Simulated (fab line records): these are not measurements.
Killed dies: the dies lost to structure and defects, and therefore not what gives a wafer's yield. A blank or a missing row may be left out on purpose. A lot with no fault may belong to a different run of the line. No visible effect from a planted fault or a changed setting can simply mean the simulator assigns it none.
fab line records    flow sky130
record lots=4  wafers=12  last-day=49
route steps=708 shown GATE_OXIDE@192 POLY_GATE@204 RES_PROTECT@206 POLY_CUT@318 PAD_OPEN@708
lots untouched by any fault: they come from a run of this same line in which no faults occurred
start-h: hours from the record's opening day to when the first of the lot's shown wafers began    wait-h: how many hours have passed since the lot's step before this one    " as in the row above    L1.1+2: several wafers, shown together as one row    - no value, or no start was given    * or withheld: withheld    < > ~ a bound
route shown NAME@n: a module of which the file shows steps, and the number in the route of the first    usual: average and standard deviation across the fault-free wafers    same: alike in all rows    chamber/n: place in a boat    sites: each site's reading    _std_site: their standard deviation    _edge_site: mean of outer sites minus mean of inner sites    radius-mm: how far each site lies from the wafer's centre    mask NAME#n: copy n    behind: the last tool/chamber to shape the wafer    hold: cause of the lot's hold/its duration in hours/its outcome    device: transistor that didn't switch, given as n, p or np    end of line: at the end of the route, the tests of the same wafers    a step without rows: its recipe alone    killed: dies that structure and defects cost at the first sort, which is not the same as the wafer's yield    map: per-die view of a wafer (x killed, . not killed, _ where there is no die)
set.NAME: the run value of the setting; set.NAME@STEP: its run value at that earlier step    model.NAME: the simulator's own value behind a step, which no gauge read
a table for each step, a row for each wafer; lots at some steps of the route
services: from which hour (start-h, from the record's first day; less than 0 if before it) a tool's chamber was out of use, for how many hours, and why
## steps
# step SKY_GATE_OXIDE_COAT_05
# recipe resist=NOVOLAK  spin-rpm=3000  resist-thk-nm=1140
# step SKY_GATE_OXIDE_SOFTBAKE_06
# recipe temp-c=90  time-s=60  resist=NOVOLAK
# step SKY_GATE_OXIDE_EXPOSE_07
# recipe mask-id=LVOM  na=0.6  source-shape=conventional  sigma-outer=0.6  polarization=unpolarized  target-cd-nm=600  dose-mj=170
# step SKY_GATE_OXIDE_PEB_08
# recipe temp-c=withheld  time-s=*  resist=NOVOLAK
# step SKY_GATE_OXIDE_DEVELOP_09
# recipe resist=NOVOLAK  developer=TMAH  develop-time-s=60  dev-temp-c=23
# step SKY_GATE_OXIDE_IMPLANT_11
# recipe species=B  energy-kev=10  dose-cm2=2.6e+12  tilt-deg=withheld
# step SKY_GATE_OXIDE_WET_ETCH_12
# recipe chemistry=dHF  target-depth-nm=16.8  dry=n2-spin  target=SiO2  dilution=100:1  temp-c=25  time-s=329.8
# step SKY_GATE_OXIDE_STRIP_13
# recipe chemistry=O2/N2  power-w=1400  pressure-mtorr=1500  platen-temp-c=withheld  o2-flow-sccm=3000  n2-flow-sccm=300  overash-fraction=0.5
# step SKY_GATE_OXIDE_CLEAN_15
# recipe chemistry=SC1/SC2  mix=1:4:20  temp-c=70  time-s=150  dry=n2-spin
# step SKY_GATE_OXIDE_OXIDATION_16
# recipe temp-c=800  ambient=O2  idle-temp-c=700  ramp-up-c-per-min=10  ramp-down-c-per-min=3  stabilise-s=600  purge-s=300  target-thk-a=35.7  ox-time-s=1915
# step SKY_POLY_GATE_CVD_00
# recipe material=poly-Si  target-thk-nm=180  temp-c=620  time-s=720  pressure-mtorr=200
# usual spike-tc-bottom-C=640.9/2.6  spike-tc-centre-C=618.9/1.1  spike-tc-lower-C=619.8/1  spike-tc-top-C=642.8/1.2  spike-tc-upper-C=619.2/0.98  susceptor-temp-C=620.08/0.28  zone-power-centre-pct=10.1/0.33
lot.wafer  tool      chamber  start-h  wait-h  spike-tc-bottom-C  spike-tc-centre-C  spike-tc-lower-C  spike-tc-top-C  spike-tc-upper-C  susceptor-temp-C  zone-power-centre-pct  model.poly-Si_of_POLY_GATE_CVD_00.thk-nm
L359.2     lpcvd-01  1        403.23   0.0     624.8              602.4              606.2             628.5           604.7             606.07            9.9                    128
L359.3     "         1        "        "       624.7              603.6              606.2             629.0           605.1             606.02            10.0                   126.7
L359.5     "         1        "        "       623.5              605.4              607.0             630.8           605.3             605.84            9.8                    127.6
L360.2     lpcvd-01  1        413.25   0.0     625.0              603.9              605.1             630.0           603.1             605.85            9.9                    129.3
L360.3     "         1        "        "       624.3              604.6              606.0             629.0           604.2             605.74            9.9                    129.8
L360.6     "         1        "        "       625.9              605.1              607.1             628.9           602.6             605.64            9.8                    130.7
L367.2     lpcvd-01  1        480.38   0.0     637.8              619.5              617.8             641.0           619.2             620.03            10.3                   179.8
L367.3     "         1        "        "       639.1              616.3              617.7             642.6           620.7             620.05            10.3                   180.4
L367.6     "         1        "        "       640.4              617.4              618.9             642.3           619.0             620.17            10.4                   179.7
L369.1     lpcvd-01  1        486.64   0.0     638.5              619.5              619.0             642.3           618.1             619.61            10.2                   180.5
L369.3     "         1        "        "       638.8              620.6              619.7             642.7           619.5             620.20            10.3                   180.8
L369.6     "         1        "        "       638.6              618.8              620.5             644.9           620.8             620.12            10.1                   180.1
# step SKY_POLY_GATE_THK_MEAS_01
# recipe reads=poly-Si_of_POLY_GATE_CVD_00
# usual POLY_GATE_CVD_00_THK=180.9/1.7
lot.wafer  tool           chamber  start-h  wait-h  POLY_GATE_CVD_00_THK[nm]
L359.2     film-metro-01  -        404.44   0.0     128.1
L359.3     "              -        "        "       126.7
L359.5     "              -        "        "       127.6
L360.2     film-metro-04  -        414.46   0.0     129.3
L360.3     "              -        "        "       129.8
L360.6     "              -        "        "       130.8
L367.2     film-metro-04  -        482.19   0.0     179.8
L367.3     "              -        "        "       180.7
L367.6     "              -        "        "       179.7
L369.1     film-metro-04  -        487.84   0.0     180.5
L369.3     "              -        "        "       180.7
L369.6     "              -        "        "       180.2
# step SKY_RES_PROTECT_DEHYDRATE_00
# recipe temp-c=200  time-s=60
# step SKY_RES_PROTECT_HMDS_01
# recipe prime-time-s=60  prime-temp-c=120
# step SKY_RES_PROTECT_COAT_02
# recipe resist=NOVOLAK  spin-rpm=3000  resist-thk-nm=1140
# step SKY_RES_PROTECT_SOFTBAKE_03
# recipe temp-c=90  time-s=60  resist=NOVOLAK
# step SKY_RES_PROTECT_EXPOSE_04
# recipe mask-id=RPM  na=0.6  source-shape=conventional  sigma-outer=0.6  polarization=unpolarized  target-cd-nm=1270  dose-mj=131
# step SKY_RES_PROTECT_PEB_05
# recipe temp-c=withheld  time-s=*  resist=NOVOLAK
# step SKY_RES_PROTECT_DEVELOP_06
# recipe resist=NOVOLAK  developer=TMAH  develop-time-s=60  dev-temp-c=23
# step SKY_POLY_GATE_IMPLANT_02
# recipe species=P  energy-kev=30  dose-cm2=7.7e+15  tilt-deg=0
# step SKY_RES_PROTECT_STRIP_07
# recipe chemistry=O2/N2  power-w=1400  pressure-mtorr=1500  platen-temp-c=withheld  o2-flow-sccm=3000  n2-flow-sccm=300  overash-fraction=0.5
# step SKY_RES_PROTECT_CLEAN_09
# recipe chemistry=SC1/SC2  mix=1:4:20  temp-c=70  time-s=150  dry=n2-spin
# step SKY_POLY_GATE_CVD_03
# recipe material=Si3N4  precursor=DCS/NH3  target-thk-nm=75  temp-c=770  time-s=1290  pressure-mtorr=250
# step SKY_POLY_GATE_DEHYDRATE_05
# recipe temp-c=200  time-s=60
# step SKY_POLY_GATE_HMDS_06
# recipe prime-time-s=60  prime-temp-c=120
# step SKY_POLY_GATE_COAT_07
# recipe resist=BARC  temp-c=withheld  time-s=withheld  spin-rpm=3000  resist-thk-nm=110
# step SKY_POLY_GATE_COAT_08
# recipe resist=KrF-thick  spin-rpm=3000  resist-thk-nm=450
# step SKY_POLY_GATE_SOFTBAKE_09
# recipe temp-c=99.56  time-s=90  resist=KrF-thick
# step SKY_POLY_GATE_EXPOSE_10
# recipe mask-id=P1M  na=0.68  source-shape=conventional  sigma-outer=0.6  target-cd-nm=150  dose-mj=28
# step SKY_POLY_GATE_PEB_11
# recipe peb-temp-c=withheld  peb-time-s=withheld  resist=KrF-thick
# step SKY_POLY_GATE_DEVELOP_12
# recipe develop-time-s=60  resist=KrF-thick  dev-temp-c=21
# step SKY_POLY_GATE_ETCH_15
# recipe chemistry=N2/H2  target=BARC  ion-energy-ev=200  source-w=500  bias-w=100  pressure-mtorr=30  n2-flow-sccm=100  h2-flow-sccm=200  stop-on=SiO2  time-s=118.5  target-depth-a=1100
# step SKY_POLY_GATE_ETCH_16
# recipe stop-on=poly-Si  chemistry=CH3F/O2  target=Si3N4  source-w=400  bias-w=80  pressure-mtorr=25  ch3f-flow-sccm=40  O2_flow_sccm=30  time-s=147.5  target-depth-a=750
# step SKY_POLY_GATE_ETCH_17
# recipe target-depth-nm=180  stop-on=SiO2  over-etch-frac=0.56667  chemistry=HBr/Cl2  target=poly-Si  icp-w=400  bias-w=100  pressure-mtorr=10  HBr_flow_sccm=150  Cl2_flow_sccm=50  time-s=70.5
# usual drypump-motor-current-A=5.62/0.29  oes-product-au=0.984/0.0085  throttle-valve-pct=33.684/0.0093
lot.wafer  tool       chamber  start-h  wait-h  drypump-motor-current-A  oes-product-au  rf-hours-counter-h  throttle-valve-pct  model.POLY_GATE.feature-depth-nm  model.etch.depth-nm
L359.2     rie-si-02  0        468.33   0.0     6.08                     0.782           2                   33.695              127.4                             127.4
L359.3     "          3        "        "       5.38                     0.781           28                  33.700              126.1                             126.1
L359.5     "          1        "        "       5.61                     0.778           -                   33.682              126.9                             126.9
L360.2     rie-si-01  2        476.18   0.0     5.97                     0.796           3                   33.676              128.7                             128.7
L360.3     "          0        "        "       5.14                     0.797           3                   33.686              129.2                             129.2
L360.6     "          0        "        "       5.16                     0.790           -                   33.695              130.1                             130.1
L367.2     rie-si-02  2        544.23   0.0     5.64                     0.981           10                  33.679              177.1                             177.1
L367.3     "          3        "        "       5.38                     0.986           28                  33.673              179.8                             179.8
L367.6     "          1        "        "       5.64                     0.979           -                   33.677              177.1                             177.1
L369.1     rie-si-01  0        550.98   0.0     5.14                     0.992           3                   33.687              179.2                             179.2
L369.3     "          2        "        "       5.96                     0.981           4                   33.697              176.4                             176.4
L369.6     "          0        "        "       5.14                     0.985           -                   33.686              179.5                             179.5
# step SKY_POLY_GATE_STRIP_18
# recipe chemistry=O2/N2  power-w=1400  pressure-mtorr=1500  platen-temp-c=withheld  o2-flow-sccm=3000  n2-flow-sccm=300  overash-fraction=0.5
# step SKY_POLY_GATE_CLEAN_19
# recipe chemistry=SC1/SC2  mix=1:4:20  temp-c=70  time-s=150  dry=n2-spin
# step SKY_POLY_CUT_ETCH_11
# recipe target=Si3N4  chemistry=CF4/CH2F2/Ar  stop-on=poly-Si  source-w=612.8  bias-w=150  pressure-mtorr=40  cf4-flow-sccm=40  ch2f2-flow-sccm=20  Ar_flow_sccm=150  time-s=42.5  target-depth-a=600
# usual ch2f2-flow-sccm=20.00/0.059  drypump-motor-current-A=5.70/0.3  oes-product-au=0.829/0.0069  throttle-valve-pct=14.995/0.009
lot.wafer  tool         chamber  start-h  wait-h  ch2f2-flow-sccm  drypump-motor-current-A  oes-product-au  rf-hours-counter-h  throttle-valve-pct  model.poly-Si_of_POLY_GATE_CVD_00.thk-nm
L359.2     rie-diel-01  2        652.85   0.0     19.97            5.93                     0.824           3                   15.008              127.3
L359.3     "            3        "        "       19.98            5.38                     0.829           3                   14.997              126
L359.5     "            0        "        "       19.97            5.50                     0.821           -                   15.007              126.8
L360.2     rie-diel-04  1        660.61   0.0     20.03            5.39                     0.833           6                   14.985              128.6
L360.3     "            0        "        "       20.04            6.29                     0.838           1                   14.994              129.1
L360.6     "            3        "        "       20.14            5.65                     0.834           -                   14.995              130
L367.2     rie-diel-01  2        721.24   0.0     20.01            5.92                     0.833           4                   14.981              179.1
L367.3     "            1        "        "       20.04            5.77                     0.828           11                  14.997              179.6
L367.6     "            1        "        "       19.98            5.75                     0.829           -                   14.986              179
L369.1     rie-diel-04  1        727.64   0.0     19.94            5.40                     0.832           8                   14.997              179.7
L369.3     "            3        "        "       19.97            5.64                     0.835           0                   14.984              180
L369.6     "            0        "        "       19.87            6.34                     0.831           -                   14.998              179.4
# step SKY_PAD_OPEN_PROBE_99
# usual killed_at_M0_to_M3=44/7.2  killed_at_M4_up=3.1/1.8  killed-at-contacts=25/5.2  killed-at-front-end=15/3.9  killed-at-other=0.2/0.5  killed-dies=86/9.5  killed-open=47/7.3  killed-short=40/6
# same gross-dies=492  killed-at-back-side=0
lot.wafer  tool       chamber  start-h  wait-h  killed_at_M0_to_M3  killed_at_M4_up  killed-at-contacts  killed-at-front-end  killed-at-other  killed-dies  killed-open  killed-short  model.etest.res-high-po.line-ohm-um  model.etest.res-poly.line-ohm-um  model.etest.tip-sonos.rs-ohm-sq  model.etest.res-high-po.rs-ohm-sq  model.etest.res-poly.rs-ohm-sq  model.etest.cap-li-to-poly.c-af-um2  model.etest.tip-n.rs-ohm-sq  model.etest.res-high-po.rs-ohm-sq-range
L359.2     prober-02  -        1142.57  0.1     62                  3                24                  14                   0                103          52           51            984.6                                723.1                             2539                             343.3                              66.87                           86.14                                438.3                        13.28
L359.3     prober-02  -        1142.62  0.2     41                  1                25                  10                   0                77           42           35            1022                                 770.1                             2545                             354.7                              68.45                           86.27                                437                          12.86
L359.5     prober-02  -        1142.72  0.2     44                  5                22                  16                   0                87           47           40            979.1                                693.7                             2518                             347.3                              67.73                           85.71                                437.6                        8.776
L360.2     prober-01  -        1143.52  0.1     41                  1                31                  20                   1                94           59           35            975.6                                699.3                             2640                             346.8                              66.67                           87.96                                432.6                        20.02
L360.3     prober-01  -        1143.57  0.2     49                  3                17                  11                   0                80           42           38            990.4                                716.1                             2662                             349.6                              67.22                           86.61                                432.2                        19.21
L360.6     prober-01  -        1143.72  0.2     48                  3                13                  9                    0                73           34           39            967.2                                710                               2638                             338.2                              65.65                           87.6                                 430.8                        14.45
L367.2     prober-02  -        1182.46  0.1     33                  3                32                  9                    0                77           34           43            759.6                                505                               2787                             265.9                              49.19                           100.1                                441                          7.913
L367.3     prober-02  -        1182.51  0.2     35                  5                25                  10                   0                75           41           34            735.6                                507.2                             2789                             259.1                              47.55                           100.8                                441.5                        6.198
L367.6     prober-02  -        1182.66  0.2     45                  2                23                  11                   0                81           52           29            740.2                                506.8                             2840                             261.2                              48.72                           100.1                                440.6                        8.422
L369.1     prober-01  -        1184.06  0.1     52                  1                16                  15                   0                84           49           35            751.1                                523                               2605                             261.7                              48.25                           101.5                                441.4                        4.193
L369.3     prober-01  -        1184.16  0.2     42                  2                26                  13                   0                83           51           32            747.9                                511.7                             2658                             263.1                              48.74                           99.91                                441.7                        5.749
L369.6     prober-01  -        1184.31  0.2     48                  2                31                  16                   0                97           49           48            766.5                                528.4                             2642                             260.6                              48.28                           100.2                                443.5                        7.482
# killed by level:class
L359.2 VIA1:geometric-particle:open=11 VIA2:geometric-particle:open=10 LI_CONTACT:geometric-particle:open=9 VIA1:geometric-particle:short=9 METAL1:geometric-particle:short=8 FIELD_ISO:geometric-particle:open=6 VIA3:geometric-particle:open=6 LOCAL_INTERCONNECT:geometric-particle:short=5
L359.3 VIA1:geometric-particle:open=11 LI_CONTACT:geometric-particle:open=9 CONTACT:geometric-particle:open=7 METAL2:geometric-particle:short=6 LI_CONTACT:geometric-particle:short=5 METAL1:geometric-particle:short=5 VIA2:geometric-particle:open=5 FIELD_ISO:geometric-particle:open=3
L359.5 VIA1:geometric-particle:open=15 LI_CONTACT:geometric-particle:open=10 VIA1:geometric-particle:short=8 FIELD_ISO:geometric-particle:open=5 LOCAL_INTERCONNECT:geometric-particle:short=5 METAL2:geometric-particle:short=4 POLY_GATE:geometric-particle:short=4 METAL1:geometric-particle:short=4
L360.2 CONTACT:geometric-particle:open=14 VIA1:geometric-particle:open=13 LI_CONTACT:geometric-particle:open=8 FIELD_ISO:geometric-particle:short=7 VIA2:geometric-particle:open=7 POLY_GATE:geometric-particle:open=5 FIELD_ISO:geometric-particle:open=4 LOCAL_INTERCONNECT:geometric-particle:short=4
L360.3 VIA2:geometric-particle:open=12 METAL2:geometric-particle:short=9 LI_CONTACT:geometric-particle:open=8 VIA3:geometric-particle:open=6 VIA1:geometric-particle:short=5 VIA1:geometric-particle:open=5 FIELD_ISO:geometric-particle:short=4 METAL1:geometric-particle:short=4
L360.6 VIA1:geometric-particle:open=13 VIA1:geometric-particle:short=8 VIA3:geometric-particle:open=7 CONTACT:geometric-particle:open=5 METAL2:geometric-particle:short=5 VIA2:geometric-particle:short=5 CONTACT:geometric-particle:short=4 FIELD_ISO:geometric-particle:short=3
L367.2 CONTACT:geometric-particle:short=9 VIA1:geometric-particle:open=9 CONTACT:geometric-particle:open=8 LOCAL_INTERCONNECT:geometric-particle:short=6 VIA2:geometric-particle:open=5 METAL1:geometric-particle:short=5 FIELD_ISO:geometric-particle:short=4 LI_CONTACT:geometric-particle:short=4
L367.3 CONTACT:geometric-particle:open=9 VIA1:geometric-particle:open=8 VIA2:geometric-particle:open=7 LOCAL_INTERCONNECT:geometric-particle:short=5 METAL4:geometric-particle:short=5 LI_CONTACT:geometric-particle:short=4 VIA1:geometric-particle:short=4 VIA2:geometric-particle:short=4
L367.6 VIA3:geometric-particle:open=10 CONTACT:geometric-particle:open=9 VIA1:geometric-particle:open=9 VIA2:geometric-particle:open=7 FIELD_ISO:geometric-particle:open=6 LI_CONTACT:geometric-particle:open=5 VIA2:geometric-particle:short=5 METAL2:geometric-particle:short=5
L369.1 VIA3:geometric-particle:open=10 METAL2:geometric-particle:short=9 VIA1:geometric-particle:open=9 VIA1:geometric-particle:short=7 VIA2:geometric-particle:open=6 CONTACT:geometric-particle:open=6 SPACER:geometric-particle:open=4 LI_CONTACT:geometric-particle:open=4
L369.3 VIA1:geometric-particle:open=12 LI_CONTACT:geometric-particle:open=9 CONTACT:geometric-particle:open=8 VIA3:geometric-particle:open=7 VIA1:geometric-particle:short=6 METAL2:geometric-particle:short=6 LOCAL_INTERCONNECT:geometric-particle:short=4 CONTACT:geometric-particle:short=4
L369.6 LI_CONTACT:geometric-particle:open=10 VIA1:geometric-particle:open=10 VIA3:geometric-particle:open=9 LOCAL_INTERCONNECT:geometric-particle:short=8 CONTACT:geometric-particle:open=7 METAL1:geometric-particle:short=6 FIELD_ISO:geometric-particle:short=5 POLY_GATE:geometric-particle:short=5
## services
tool         chamber  start-h  hours  kind
rie-diel-01  -        390.59   3.8    repair
lpcvd-01     -        400.74   1.1    repair
rie-diel-01  3        416.09   -      clean
rie-diel-01  3        416.09   21.5   scheduled-down
rie-diel-01  3        416.09   21.5   vent-cycle
rie-diel-04  3        417.80   5.5    repair
rie-diel-01  2        437.63   -      clean
rie-diel-01  2        437.63   16.2   scheduled-down
rie-diel-01  2        437.63   16.2   vent-cycle
rie-si-01    1        482.15   -      clean
rie-si-01    1        482.15   13.8   scheduled-down
rie-si-01    1        482.15   13.8   vent-cycle
rie-diel-04  -        493.87   0.1    repair
rie-diel-01  3        503.55   20.5   repair
rie-si-02    1        519.49   2.4    repair
lpcvd-01     -        527.07   2.8    pm
rie-si-01    2        556.51   1.0    repair
rie-si-02    -        576.67   0.3    repair
rie-diel-04  0        578.15   -      clean
rie-diel-04  0        578.15   22.0   scheduled-down
rie-diel-01  2        664.67   3.1    repair
rie-diel-01  2        670.30   10.7   repair
rie-si-01    3        675.34   19.7   repair
rie-si-01    -        686.52   3.1    repair
## key
first-sign step=SKY_POLY_GATE_CVD_00  reading=susceptor-temp-C  direction=down  sigmas=51  usual=*  struck=*
effect step=SKY_POLY_GATE_CVD_00  reading=spike-tc-upper-C  direction=down  sigmas=15  usual=619.2  struck=604.1
effect step=SKY_POLY_GATE_THK_MEAS_01  reading=POLY_GATE_CVD_00_THK  direction=down  sigmas=31  usual=180.9  struck=128.7
effect step=SKY_POLY_GATE_ETCH_17  reading=oes-product-au  direction=down  sigmas=23  usual=0.984  struck=0.787
model-effect step=SKY_POLY_GATE_CVD_00  value=poly-Si_of_POLY_GATE_CVD_00.thk-nm  without=180  struck=128.7
model-effect step=SKY_POLY_GATE_ETCH_17  value=POLY_GATE.feature-depth-nm  without=178.5  struck=128.1
model-effect step=SKY_POLY_CUT_ETCH_11  value=poly-Si_of_POLY_GATE_CVD_00.thk-nm  without=179.3  struck=127.9
model-effect step=SKY_PAD_OPEN_PROBE_99  value=etest.res-high-po.line-ohm-um  without=729.1  struck=986.6
met-at SKY_POLY_GATE_CVD_00
struck-wafers L359.2,L359.3,L359.5,L360.2,L360.3,L360.6
tester-left-out L359,L360
fault kind=process-parameter-drift  tool=lpcvd-01  chamber=-  onset-h=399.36  steps=SKY_POLY_GATE_CVD_00  channel=temp-c  offset=*  shape=step  end-h=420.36  stated=*
# tester-left-out: of these lots the tester's yield and bins aren't shown, on N5 and GAA mostly nor the transistor test; their killed dies are dies lost to structure and defects alone, not to doping, threshold or leakage, so they don't give the yield
